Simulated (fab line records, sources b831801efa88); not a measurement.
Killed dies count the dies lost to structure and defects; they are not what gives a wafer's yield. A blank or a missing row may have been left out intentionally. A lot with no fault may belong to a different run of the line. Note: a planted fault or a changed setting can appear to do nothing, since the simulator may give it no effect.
Matching of chambers + flow sky130 + cmp-02 running SKY_VIA4_CMP_02: 4 sister chambers
The step polishes SiO2. 4 wafers are shown with their chamber, then 7 later ones without.

WAFERS PAIRED WITH THEIR CHAMBERS
| wafer  | chamber | motor-current-A (A) |
|--------|---------|---------------------|
| L148.6 | 2       | 11.8                |
| L155.5 | 3       | 13.6                |
| L157.1 | 1       | 12.4                |
| L157.3 | 0       | 10.3                |

WAFERS WITH NO CHAMBER GIVEN
| wafer  | motor-current-A (A) |
|--------|---------------------|
| L157.4 | 12.0                |
| L159.4 | 10.0                |
| L159.5 | 10.5                |
| L159.6 | 12.3                |
| L161.3 | 13.0                |
| L161.5 | 11.6                |
| L161.6 | 13.0                |

CHAMBER TAKEN BY EACH
| wafer  | from the rows above          | in truth |
|--------|------------------------------|----------|
| L157.4 | can't be placed: 2 or 1      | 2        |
| L159.4 | 0                            | 0        |
| L159.5 | 0                            | 0        |
| L159.6 | can't be placed: 1 or 2      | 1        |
| L161.3 | can't be placed: 1 or 3 or 2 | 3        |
| L161.5 | can't be placed: 2 or 1      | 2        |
| L161.6 | can't be placed: 1 or 3 or 2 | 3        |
Correctly placed: 2 of 7. From these rows, 5 cannot be placed; in 5 the true chamber is one of the candidates. Placed wrongly: 0.
How it was worked out, from the rows above alone: a wafer's distance from a chamber is the root of the sum, over the readings, of the square of ((its reading less the chamber's mean) divided by the reading's scatter). The wafer belongs to the nearest chamber; if the next one is less than 2 further off, it can't be placed. Each chamber's mean is taken over the wafers shown for it. The scatter (one wafer shown for each chamber): square how far every hidden wafer sits from the nearest shown wafer, average those squares and take the square root.
